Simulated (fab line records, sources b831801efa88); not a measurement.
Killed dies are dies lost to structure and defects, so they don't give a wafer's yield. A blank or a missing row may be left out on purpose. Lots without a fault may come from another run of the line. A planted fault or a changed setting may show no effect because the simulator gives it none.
fab line records | flow sky130
record lots=11 wafers=33 last_day=47
route steps=708 shown FIELD_ISO@16 PWDE@52 NWELL@67 PAD_OPEN@708
lots that met no fault: from a run of the same line without faults
start_h: hours from the record's first day to the start of the lot's first wafer shown | wait_h: hours since the lot's step before | " the same as in the row above | L1.1+2: a row that stands for several wafers | - no value, or no start given | * or withheld: withheld | < > ~ a bound
route shown NAME@n: a module of which the file shows steps, and the number in the route of the first | usual: mean/standard deviation of fault-free wafers | same: alike in all rows | chamber/n: place in a boat | sites: the reading at each site | _std_site: their standard deviation | _edge_site: outer sites' mean less inner sites' | radius_mm: how far each site lies from the wafer's centre | mask NAME#n: copy n | behind: the tool/chamber that last shaped the wafer | hold: why the lot was held/for how many hours/how that ended | device: the transistor (n, p or np) that didn't switch | end of line: the same wafers' tests at the end of the route | a step without rows: its recipe alone | killed: dies lost to structure and defects at the first sort, not the wafer's yield | map: a wafer's dies, x killed, . not, _ none there
set.NAME: the setting as run; set.NAME@STEP: as run at that earlier step | model.NAME: the simulator's own value behind a step, which no gauge read
steps of the route over a sample of lots; a table a step, a row a wafer
services: from which hour (start_h, from the record's first day; less than 0 if before it) a tool's chamber was out of use, for how many hours, and why
## steps
# step SKY_FIELD_ISO_ETCH_15
# recipe chemistry=CHF3/O2 target_depth_nm=180 stop_on=Si source_w=600 bias_w=200 pressure_mtorr=40 chf3_flow_sccm=50 O2_flow_sccm=5 time_s=72
# usual drypump_motor_current_A=5.7/0.47 oes_product_au=0.945/0.0068 throttle_valve_pct=8.843/0.0096
# columns lot.wafer tool chamber start_h wait_h drypump_motor_current_A oes_product_au rf_hours_counter_h throttle_valve_pct
L491.3 rie_diel-04 1 34.15 0.0 5.8 0.950 66 8.849
L491.5 " 1 " " 5.8 0.946 - 8.842
L491.6 " 0 " " 4.6 0.945 - 8.851
L492.1 rie_diel-02 3 39.37 0.0 5.4 0.951 131 8.832
L492.2 " 2 " " 6.4 0.935 2 8.834
L492.3 " 1 " " 5.7 0.940 63 8.831
L493.1 rie_diel-02 1 43.16 0.0 5.7 0.952 63 8.828
L493.3 " 3 " " 5.4 0.952 131 8.847
L493.6 " 0 " " 6.3 0.952 - 8.849
L494.1 rie_diel-04 1 49.36 0.0 5.8 0.958 66 8.854
L494.2 " 0 " " 4.6 0.955 88 8.848
L494.6 " 2 " " 5.2 0.957 - 8.868
L495.1 rie_diel-01 1 56.50 0.0 5.6 0.943 1 8.842
L495.4 " 3 " " 5.3 0.949 97 8.851
L495.6 " 2 " " 5.6 0.941 - 8.844
L496.1 rie_diel-01 2 63.00 0.0 5.6 0.941 2 8.831
L496.3 " 1 " " 5.5 0.939 1 8.844
L496.5 " 1 " " 5.6 0.946 - 8.833
L497.3 rie_diel-02 3 68.10 0.0 5.5 0.959 131 8.828
L497.4 " 1 " " 5.7 0.946 63 8.854
L497.6 " 0 " " 6.3 0.958 - 8.856
L498.1 rie_diel-02 3 73.16 0.0 5.4 0.952 131 8.833
L498.4 " 1 " " 5.7 0.937 63 8.838
L498.5 " 1 " " 5.7 0.944 - 8.837
L499.4 rie_diel-04 2 75.90 0.0 5.2 0.950 38 8.839
L499.5 " 0 " " 4.6 0.953 - 8.850
L499.6 " 3 " " 5.8 0.940 - 8.852
L500.2 rie_diel-04 3 80.70 0.0 5.8 0.941 92 8.853
L500.5 " 2 " " 5.3 0.938 - 8.843
L500.6 " 3 " " 5.8 0.946 - 8.823
L501.2 rie_diel-02 3 87.82 0.0 5.4 0.947 131 8.844
L501.4 " 0 " " 6.3 0.949 65 8.836
L501.6 " 1 " " 5.7 0.945 - 8.847
# step SKY_PWDE_OVL_MEAS_07
# usual PWDE_OVL=1.4/1.2
# columns lot.wafer tool chamber start_h wait_h PWDE_OVL[nm]
L491.3 overlay-02 - 77.35 - 2.2
L491.5 " - " " -0.1
L491.6 " - " " 1.9
L492.1 overlay-02 - 84.80 - 0.6
L492.2 " - " " 0.7
L492.3 " - " " 2.5
L493.1 overlay-02 - 87.80 - 2.5
L493.3 " - " " 0.6
L493.6 " - " " 0.0
L494.1 overlay-02 - 92.00 - 2.9
L494.2 " - " " 1.3
L494.6 " - " " 1.4
L495.1 overlay-02 - 95.17 - -0.3
L495.4 " - " " 1.6
L495.6 " - " " 1.4
L496.1 overlay-02 - 103.80 - 2.4
L496.3 " - " " 3.4
L496.5 " - " " 3.2
L497.3 overlay-01 - 119.51 - 1.5
L497.4 " - " " 3.2
L497.6 " - " " 5.0
L498.1 overlay-01 - 130.17 - 2.7
L498.4 " - " " 2.7
L498.5 " - " " 0.2
L499.4 overlay-02 - 130.56 - 2.4
L499.5 " - " " 3.0
L499.6 " - " " 3.7
L500.2 overlay-01 - 139.28 - 1.9
L500.5 " - " " 2.4
L500.6 " - " " 2.0
L501.2 overlay-01 - 140.28 - 0.2
L501.4 " - " " 0.2
L501.6 " - " " 0.5
# step SKY_PWDE_IMPLANT_08
# recipe species=B energy_kev=150 dose_cm2=3.6e+12 tilt_deg=withheld
# usual implant_ion_amu=11/0
# columns lot.wafer tool chamber start_h wait_h implant_ion_amu
L491.3 implanter-02 0 77.42 0.1 11
L491.5 " 0 " " 11
L491.6 " 0 " " 11
L492.1 implanter-02 0 84.84 0.0 11
L492.2 " 0 " " 11
L492.3 " 0 " " 11
L493.1 implanter-01 0 87.84 0.0 11
L493.3 " 0 " " 11
L493.6 " 0 " " 11
L494.1 implanter-02 0 92.04 0.0 11
L494.2 " 0 " " 11
L494.6 " 0 " " 11
L495.1 implanter-01 0 95.21 0.0 11
L495.4 " 0 " " 11
L495.6 " 0 " " 11
L496.1 implanter-03 0 103.84 0.0 11
L496.3 " 0 " " 11
L496.5 " 0 " " 11
L497.3 implanter-01 0 119.59 0.1 11
L497.4 " 0 " " 11
L497.6 " 0 " " 11
L498.1 implanter-02 0 130.21 0.0 49
L498.4 " 0 " " 49
L498.5 " 0 " " 49
L499.4 implanter-03 0 130.65 0.1 49
L499.5 " 0 " " 49
L499.6 " 0 " " 49
L500.2 implanter-02 0 139.33 0.0 49
L500.5 " 0 " " 49
L500.6 " 0 " " 49
L501.2 implanter-01 0 140.33 0.0 49
L501.4 " 0 " " 49
L501.6 " 0 " " 49
# step SKY_PWDE_TW_MEAS_10
# usual PWDE_TW=373.0/3
# columns lot.wafer tool chamber start_h wait_h PWDE_TW
L491.3 film_metro-01 - 77.64 0.1 376.4
L491.5 " - " " 376.1
L491.6 " - " " 375.0
L492.1 film_metro-02 - 85.09 0.1 367.3
L492.2 " - " " 367.9
L492.3 " - " " 368.1
L493.1 film_metro-02 - 88.09 0.1 372.4
L493.3 " - " " 371.1
L493.6 " - " " 372.2
L494.1 film_metro-04 - 92.29 0.1 375.7
L494.2 " - " " 378.2
L494.6 " - " " 376.5
L495.1 film_metro-04 - 95.46 0.1 376.0
L495.4 " - " " 376.2
L495.6 " - " " 377.0
L496.1 film_metro-01 - 104.09 0.1 377.4
L496.3 " - " " 376.2
L496.5 " - " " 375.5
L497.3 film_metro-04 - 119.81 0.1 374.5
L497.4 " - " " 376.2
L497.6 " - " " 376.4
L498.1 film_metro-02 - 130.46 0.1 715.2
L498.4 " - " " 713.0
L498.5 " - " " 711.7
L499.4 film_metro-02 - 130.85 0.1 706.4
L499.5 " - " " 709.8
L499.6 " - " " 710.0
L500.2 film_metro-01 - 139.57 0.1 712.2
L500.5 " - " " 713.4
L500.6 " - " " 713.7
L501.2 film_metro-04 - 140.57 0.1 711.2
L501.4 " - " " 709.4
L501.6 " - " " 712.4
# step SKY_NWELL_STRIP_14
# recipe chemistry=O2/N2 power_w=1400 pressure_mtorr=1500 platen_temp_c=withheld o2_flow_sccm=3000 n2_flow_sccm=300 overash_fraction=0.5
# usual drypump_motor_current_A=5.42/0.23 oes_product_au=0.722/0.0045 strip_time_to_endpoint_s=36.93/0.097
# same overash_fraction=0.5
# columns lot.wafer tool chamber start_h wait_h drypump_motor_current_A oes_product_au rf_hours_counter_h strip_time_to_endpoint_s
L491.3 plasma_asher-03 0 93.73 0.1 5.02 0.725 - 37.03
L491.5 " 1 " " 5.40 0.727 - 36.97
L491.6 " 0 " " 5.04 0.719 - 36.86
L492.1 plasma_asher-02 1 101.24 0.1 5.42 0.728 43 36.90
L492.2 " 0 " " 5.73 0.718 43 36.86
L492.3 " 0 " " 5.68 0.721 - 36.82
L493.1 plasma_asher-03 1 104.65 0.1 5.37 0.725 29 36.82
L493.3 " 1 " " 5.36 0.729 - 36.86
L493.6 " 1 " " 5.36 0.722 - 36.92
L494.1 plasma_asher-02 0 108.86 0.1 5.73 0.723 43 36.92
L494.2 " 1 " " 5.41 0.726 43 36.86
L494.6 " 0 " " 5.74 0.723 - 36.90
L495.1 plasma_asher-03 0 112.00 0.1 5.00 0.716 30 36.92
L495.4 " 1 " " 5.37 0.719 - 36.95
L495.6 " 0 " " 5.03 0.719 - 36.97
L496.1 plasma_asher-03 0 121.54 0.1 5.00 0.717 31 36.81
L496.3 " 0 " " 5.02 0.718 - 36.96
L496.5 " 1 " " 5.40 0.723 - 36.92
L497.3 plasma_asher-03 1 137.68 0.1 5.40 0.714 - 36.89
L497.4 " 0 " " 4.98 0.728 - 36.90
L497.6 " 1 " " 5.34 0.720 - 36.91
L498.1 plasma_asher-03 0 148.61 0.1 5.01 0.721 33 36.73
L498.4 " 1 " " 5.40 0.725 - 36.87
L498.5 " 1 " " 5.40 0.718 - 36.77
L499.4 plasma_asher-01 0 149.64 0.1 5.37 0.730 - 37.01
L499.5 " 0 " " 5.38 0.719 - 37.17
L499.6 " 1 " " 5.70 0.725 - 36.99
L500.2 plasma_asher-01 0 159.50 0.1 5.39 0.721 4 36.87
L500.5 " 0 " " 5.39 0.717 - 36.83
L500.6 " 1 " " 5.69 0.727 - 36.99
L501.2 plasma_asher-01 1 160.48 0.1 5.66 0.723 4 36.89
L501.4 " 0 " " 5.35 0.720 - 37.07
L501.6 " 0 " " 5.35 0.731 - 36.78
# step SKY_NWELL_RS_MEAS_31
# recipe thk_meas_gauge=four-point-probe
# usual PWDE_RS=5272/19
# columns lot.wafer tool chamber start_h wait_h PWDE_RS[ohm/sq]
L491.3 film_metro-01 - 110.83 0.1 5247
L491.5 " - " " 5249
L491.6 " - " " 5236
L492.1 film_metro-02 - 119.70 0.1 5322
L492.2 " - " " 5310
L492.3 " - " " 5300
L493.1 film_metro-04 - 122.49 0.1 5262
L493.3 " - " " 5238
L493.6 " - " " 5258
L494.1 film_metro-01 - 127.00 0.1 5259
L494.2 " - " " 5255
L494.6 " - " " 5244
L495.1 film_metro-01 - 130.49 0.1 5270
L495.4 " - " " 5292
L495.6 " - " " 5272
L496.1 film_metro-04 - 139.29 0.1 5241
L496.3 " - " " 5255
L496.5 " - " " 5252
L497.3 film_metro-04 - 156.55 0.1 5266
L497.4 " - " " 5271
L497.6 " - " " 5271
L498.1 film_metro-01 - 169.25 0.1 6061
L498.4 " - " " 6089
L498.5 " - " " 6084
L499.4 film_metro-02 - 170.77 0.1 6103
L499.5 " - " " 6096
L499.6 " - " " 6088
L500.2 film_metro-02 - 180.22 0.1 6125
L500.5 " - " " 6101
L500.6 " - " " 6095
L501.2 film_metro-01 - 181.13 0.1 6118
L501.4 " - " " 6117
L501.6 " - " " 6097
# step SKY_PAD_OPEN_PROBE_99
# usual killed_at_M0_to_M3=44/6.4 killed_at_M4_up=3.6/2.1 killed_at_contacts=23/5.1 killed_at_front_end=15/4.3 killed_at_other=0.3/0.56 killed_dies=86/9 killed_open=47/6.4 killed_short=39/5.8
# same gross_dies=492 killed_at_back_side=0
# columns lot.wafer tool chamber start_h wait_h killed_at_M0_to_M3 killed_at_M4_up killed_at_contacts killed_at_front_end killed_at_other killed_dies killed_open killed_short
L491.3 prober-02 - 1081.77 0.2 51 4 23 10 0 88 54 34
L491.5 prober-02 - 1081.87 0.2 53 4 20 16 2 95 44 51
L491.6 prober-02 - 1081.92 0.2 43 9 27 17 0 96 52 44
L492.1 prober-01 - 1084.65 0.1 43 2 18 13 0 76 44 32
L492.2 prober-01 - 1084.70 0.1 33 3 11 23 0 70 35 35
L492.3 prober-01 - 1084.75 0.2 45 1 19 7 0 72 44 28
L493.1 prober-02 - 1086.75 0.1 47 6 18 13 0 84 46 38
L493.3 prober-02 - 1086.85 0.2 42 4 24 12 0 82 42 40
L493.6 prober-02 - 1087.00 0.2 50 3 27 17 0 97 58 39
L494.1 prober-01 - 1093.44 0.1 44 8 29 16 0 97 53 43
L494.2 prober-01 - 1093.49 0.1 40 2 22 13 2 79 38 41
L494.6 prober-01 - 1093.69 0.2 48 2 14 22 2 88 46 41
L495.1 prober-01 - 1101.46 0.1 40 1 21 11 0 73 42 31
L495.4 prober-01 - 1101.61 0.2 61 4 26 13 0 104 60 44
L495.6 prober-01 - 1101.71 0.2 53 4 15 10 1 83 50 33
L496.1 prober-02 - 1112.93 0.1 42 3 20 14 0 79 46 33
L496.3 prober-02 - 1113.03 0.2 47 1 20 18 1 87 43 43
L496.5 prober-02 - 1113.13 0.2 38 3 19 19 0 79 44 35
L497.3 prober-01 - 1119.43 0.2 44 6 20 9 1 80 45 35
L497.4 prober-01 - 1119.48 0.2 39 2 26 10 1 78 44 34
L497.6 prober-01 - 1119.58 0.2 56 2 15 13 0 86 48 38
L498.1 prober-02 - 1129.87 0.1 39 3 18 9 0 69 42 27
L498.4 prober-02 - 1130.02 0.2 47 4 19 13 0 83 41 41
L498.5 prober-02 - 1130.07 0.2 48 4 15 15 1 83 42 41
L499.4 prober-01 - 1135.34 0.2 53 3 28 15 0 99 57 42
L499.5 prober-01 - 1135.39 0.2 56 2 14 17 1 90 51 39
L499.6 prober-01 - 1135.44 0.2 33 5 25 16 0 79 44 35
L500.2 prober-02 - 1137.28 0.1 40 9 24 12 1 86 48 37
L500.5 prober-02 - 1137.43 0.2 53 5 16 12 1 87 54 32
L500.6 prober-02 - 1137.48 0.2 47 7 24 9 1 88 40 47
L501.2 prober-01 - 1138.62 0.1 50 3 30 18 0 101 59 42
L501.4 prober-01 - 1138.72 0.2 35 4 19 19 0 77 34 43
L501.6 prober-01 - 1138.82 0.2 36 4 14 16 0 70 42 28
# killed by level:class
L491.3 VIA1:geometric_particle:open=13 VIA2:geometric_particle:open=10 CONTACT:geometric_particle:open=9 VIA3:geometric_particle:open=8 METAL1:geometric_particle:short=7 LOCAL_INTERCONNECT:geometric_particle:short=5 LI_CONTACT:geometric_particle:open=4 FIELD_ISO:geometric_particle:open=3
L491.5 VIA1:geometric_particle:open=13 METAL2:geometric_particle:short=8 VIA2:geometric_particle:open=8 LI_CONTACT:geometric_particle:open=7 LI_CONTACT:geometric_particle:short=5 METAL1:geometric_particle:short=5 VIA3:geometric_particle:open=5 POLY_GATE:geometric_particle:short=4
L491.6 VIA2:geometric_particle:open=10 CONTACT:geometric_particle:open=9 METAL4:geometric_particle:short=8 LI_CONTACT:geometric_particle:open=7 VIA1:geometric_particle:open=7 VIA1:geometric_particle:short=6 VIA3:geometric_particle:open=5 FIELD_ISO:geometric_particle:open=4
L492.1 VIA1:geometric_particle:open=11 VIA3:geometric_particle:open=10 POLY_GATE:geometric_particle:open=5 LI_CONTACT:geometric_particle:open=5 CONTACT:geometric_particle:open=5 CONTACT:geometric_particle:short=5 VIA2:geometric_particle:open=5 VIA2:geometric_particle:short=4
L492.2 CONTACT:geometric_particle:open=8 VIA1:geometric_particle:open=8 METAL2:geometric_particle:short=8 POLY_GATE:geometric_particle:short=6 FIELD_ISO:geometric_particle:short=5 POLY_GATE:geometric_particle:open=5 METAL1:geometric_particle:short=5 VIA1:geometric_particle:short=4
L492.3 VIA1:geometric_particle:open=11 VIA3:geometric_particle:open=8 CONTACT:geometric_particle:open=7 LI_CONTACT:geometric_particle:open=6 VIA2:geometric_particle:open=6 VIA3:geometric_particle:short=5 CONTACT:geometric_particle:short=3 METAL1:geometric_particle:short=3
L493.1 VIA1:geometric_particle:open=10 VIA2:geometric_particle:open=9 LI_CONTACT:geometric_particle:open=7 VIA1:geometric_particle:short=7 METAL1:geometric_particle:short=6 VIA3:geometric_particle:open=6 CONTACT:geometric_particle:short=5 METAL4:geometric_particle:short=5
L493.3 LI_CONTACT:geometric_particle:open=9 VIA1:geometric_particle:open=9 VIA3:geometric_particle:open=7 CONTACT:geometric_particle:short=7 METAL2:geometric_particle:short=6 FIELD_ISO:geometric_particle:short=4 VIA1:geometric_particle:short=4 POLY_GATE:geometric_particle:open=3
L493.6 VIA1:geometric_particle:open=12 VIA2:geometric_particle:open=9 LI_CONTACT:geometric_particle:open=8 CONTACT:geometric_particle:open=8 METAL2:geometric_particle:short=7 FIELD_ISO:geometric_particle:short=6 METAL1:geometric_particle:short=6 FIELD_ISO:geometric_particle:open=5
L494.1 VIA2:geometric_particle:open=11 LI_CONTACT:geometric_particle:open=10 VIA1:geometric_particle:open=8 CONTACT:geometric_particle:open=7 METAL2:geometric_particle:short=5 VIA2:geometric_particle:short=5 METAL4:geometric_particle:short=5 LI_CONTACT:geometric_particle:short=4
L494.2 VIA1:geometric_particle:open=12 LI_CONTACT:geometric_particle:open=7 METAL1:geometric_particle:short=7 LI_CONTACT:geometric_particle:short=5 POLY_GATE:geometric_particle:short=4 CONTACT:geometric_particle:open=4 VIA2:geometric_particle:short=4 VIA2:geometric_particle:open=4
L494.6 VIA2:geometric_particle:open=12 VIA1:geometric_particle:open=8 METAL2:geometric_particle:short=7 FIELD_ISO:geometric_particle:open=5 VIA2:geometric_particle:short=5 VIA3:geometric_particle:open=5 FIELD_ISO:geometric_particle:short=4 POLY_GATE:geometric_particle:open=4
L495.1 VIA1:geometric_particle:open=10 CONTACT:geometric_particle:open=7 VIA3:geometric_particle:open=7 METAL2:geometric_particle:short=6 CONTACT:geometric_particle:short=6 FIELD_ISO:geometric_particle:open=5 LI_CONTACT:geometric_particle:open=4 METAL1:geometric_particle:short=4
L495.4 METAL2:geometric_particle:short=14 VIA3:geometric_particle:open=12 CONTACT:geometric_particle:open=11 VIA2:geometric_particle:open=9 VIA1:geometric_particle:open=9 LI_CONTACT:geometric_particle:open=6 POLY_GATE:geometric_particle:open=5 VIA1:geometric_particle:short=5
L495.6 METAL2:geometric_particle:short=10 VIA1:geometric_particle:open=9 CONTACT:geometric_particle:open=9 VIA2:geometric_particle:open=9 VIA3:geometric_particle:open=7 VIA1:geometric_particle:short=6 METAL2:geometric_particle:open=3 METAL3:geometric_particle:short=3
L496.1 METAL1:geometric_particle:short=12 VIA1:geometric_particle:open=10 CONTACT:geometric_particle:open=8 FIELD_ISO:geometric_particle:open=5 LI_CONTACT:geometric_particle:open=5 LOCAL_INTERCONNECT:geometric_particle:short=5 POLY_GATE:geometric_particle:open=4 METAL1:geometric_particle:open=3
L496.3 VIA1:geometric_particle:open=11 METAL2:geometric_particle:short=8 CONTACT:geometric_particle:open=7 METAL1:geometric_particle:short=7 LI_CONTACT:geometric_particle:open=5 VIA1:geometric_particle:short=5 VIA2:geometric_particle:open=5 FIELD_ISO:geometric_particle:open=4
L496.5 CONTACT:geometric_particle:open=10 VIA1:geometric_particle:open=8 FIELD_ISO:geometric_particle:short=7 VIA3:geometric_particle:open=6 VIA2:geometric_particle:open=6 FIELD_ISO:geometric_particle:open=4 POLY_GATE:geometric_particle:open=4 LOCAL_INTERCONNECT:geometric_particle:short=4
L497.3 VIA1:geometric_particle:open=12 CONTACT:geometric_particle:open=9 VIA1:geometric_particle:short=8 LI_CONTACT:geometric_particle:open=6 METAL4:geometric_particle:short=6 VIA2:geometric_particle:short=5 VIA2:geometric_particle:open=5 FIELD_ISO:geometric_particle:open=4
L497.4 VIA2:geometric_particle:open=10 CONTACT:geometric_particle:short=9 CONTACT:geometric_particle:open=9 LI_CONTACT:geometric_particle:open=7 VIA1:geometric_particle:open=6 METAL2:geometric_particle:short=6 VIA3:geometric_particle:open=5 METAL1:geometric_particle:short=5
L497.6 VIA1:geometric_particle:open=13 METAL2:geometric_particle:short=10 VIA2:geometric_particle:open=9 LI_CONTACT:geometric_particle:open=7 VIA3:geometric_particle:open=6 FIELD_ISO:geometric_particle:short=4 CONTACT:geometric_particle:open=4 VIA1:geometric_particle:short=4
L498.1 VIA1:geometric_particle:open=10 VIA2:geometric_particle:open=9 CONTACT:geometric_particle:open=8 LI_CONTACT:geometric_particle:open=6 VIA1:geometric_particle:short=6 METAL1:geometric_particle:short=5 FIELD_ISO:geometric_particle:open=4 VIA2:geometric_particle:short=3
L498.4 VIA1:geometric_particle:open=10 VIA1:geometric_particle:short=9 METAL1:geometric_particle:short=7 CONTACT:geometric_particle:open=7 VIA2:geometric_particle:open=7 FIELD_ISO:geometric_particle:short=4 VIA3:geometric_particle:open=4 FIELD_ISO:geometric_particle:open=3
L498.5 VIA1:geometric_particle:open=12 VIA2:geometric_particle:open=6 POLY_GATE:geometric_particle:open=5 METAL1:geometric_particle:short=5 VIA3:geometric_particle:open=5 METAL2:geometric_particle:short=5 FIELD_ISO:geometric_particle:open=4 POLY_GATE:geometric_particle:short=4
L499.4 CONTACT:geometric_particle:open=13 VIA1:geometric_particle:open=12 VIA2:geometric_particle:open=9 FIELD_ISO:geometric_particle:short=5 VIA3:geometric_particle:short=5 VIA3:geometric_particle:open=5 LI_CONTACT:geometric_particle:short=4 CONTACT:geometric_particle:short=4
L499.5 VIA1:geometric_particle:open=13 VIA2:geometric_particle:open=8 VIA2:geometric_particle:short=6 CONTACT:geometric_particle:open=6 METAL2:geometric_particle:short=6 VIA3:geometric_particle:short=6 FIELD_ISO:geometric_particle:short=5 FIELD_ISO:geometric_particle:open=4
L499.6 CONTACT:geometric_particle:open=9 FIELD_ISO:geometric_particle:open=7 VIA1:geometric_particle:open=7 VIA2:geometric_particle:open=7 LI_CONTACT:geometric_particle:open=5 CONTACT:geometric_particle:short=5 FIELD_ISO:geometric_particle:short=4 VIA1:geometric_particle:short=4
L500.2 VIA1:geometric_particle:open=12 LI_CONTACT:geometric_particle:open=7 VIA3:geometric_particle:open=7 CONTACT:geometric_particle:open=6 CONTACT:geometric_particle:short=6 VIA2:geometric_particle:open=6 METAL4:geometric_particle:short=6 VIA1:geometric_particle:short=4
L500.5 VIA1:geometric_particle:open=19 VIA1:geometric_particle:short=7 VIA2:geometric_particle:open=7 CONTACT:geometric_particle:open=6 VIA3:geometric_particle:open=6 CONTACT:geometric_particle:short=5 METAL2:geometric_particle:short=5 FIELD_ISO:geometric_particle:open=4
L500.6 METAL1:geometric_particle:short=9 LI_CONTACT:geometric_particle:open=7 CONTACT:geometric_particle:short=6 CONTACT:geometric_particle:open=6 VIA1:geometric_particle:open=6 VIA3:geometric_particle:open=6 METAL2:geometric_particle:short=5 METAL4:geometric_particle:short=5
L501.2 VIA1:geometric_particle:open=14 CONTACT:geometric_particle:open=9 POLY_GATE:geometric_particle:open=7 LI_CONTACT:geometric_particle:open=7 VIA2:geometric_particle:open=7 VIA2:geometric_particle:short=7 LOCAL_INTERCONNECT:geometric_particle:short=5 METAL1:geometric_particle:short=5
L501.4 CONTACT:geometric_particle:open=9 POLY_GATE:geometric_particle:short=8 METAL1:geometric_particle:short=8 VIA3:geometric_particle:open=6 POLY_GATE:geometric_particle:open=5 VIA1:geometric_particle:short=5 VIA1:geometric_particle:open=5 FIELD_ISO:geometric_particle:short=4
L501.6 CONTACT:geometric_particle:open=8 VIA1:geometric_particle:open=7 VIA3:geometric_particle:open=7 VIA2:geometric_particle:open=5 LI_CONTACT:geometric_particle:open=4 METAL1:geometric_particle:short=4 METAL2:geometric_particle:short=4 POLY_GATE:geometric_particle:short=3
## services
# columns tool chamber start_h hours kind
rie_diel-04 - 12.65 0.6 repair
implanter-01 - 18.55 2.0 repair
implanter-03 - 37.65 0.7 repair
rie_diel-01 1 64.72 22.2 repair
rie_diel-01 - 66.84 2.8 pm
implanter-03 - 68.84 1.6 repair
rie_diel-04 2 70.52 1.9 repair
implanter-03 - 78.37 16.9 pm
implanter-01 - 79.84 3.5 repair
rie_diel-04 0 82.73 4.1 repair
implanter-01 - 84.27 2.6 repair
implanter-02 - 93.12 6.6 pm
rie_diel-01 3 105.47 3.5 repair
plasma_asher-01 - 108.75 9.0 pm
plasma_asher-01 0 108.75 9.7 vent_cycle
plasma_asher-01 1 108.75 9.7 vent_cycle
plasma_asher-01 - 114.63 3.8 repair
plasma_asher-01 0 117.75 - clean
plasma_asher-01 1 117.75 - clean
rie_diel-02 1 122.43 3.4 repair
implanter-03 - 126.19 2.5 pm
rie_diel-01 0 146.07 13.3 repair
rie_diel-04 2 154.95 7.6 repair
implanter-02 - 155.03 6.3 pm
## key
first_sign step=SKY_PWDE_IMPLANT_08 reading=implant_ion_amu direction=up sigmas=99+ usual=11 struck=49
effect step=SKY_PWDE_TW_MEAS_10 reading=PWDE_TW direction=up sigmas=99+ usual=373.0 struck=711.5
effect step=SKY_NWELL_RS_MEAS_31 reading=PWDE_RS direction=up sigmas=44 usual=5272 struck=6098
met_at SKY_PWDE_IMPLANT_08
struck_lots L498,L499,L500,L501
tester_left_out L498,L499,L500,L501
not_acting_at SKY_FIELD_ISO_ETCH_15,SKY_PWDE_OVL_MEAS_07,SKY_NWELL_STRIP_14
onset_between 119.59 130.21
fault kind=wrong_recipe_download tool=implanter-01,implanter-02,implanter-03 chamber=- onset_h=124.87 steps=SKY_PWDE_IMPLANT_08 wrong_recipe.not_listed=1
# tester_left_out: of these lots the tester's yield and bins aren't shown, on N5 and GAA mostly nor the transistor test; their killed dies are dies lost to structure and defects alone, not to doping, threshold or leakage, so they don't give the yield
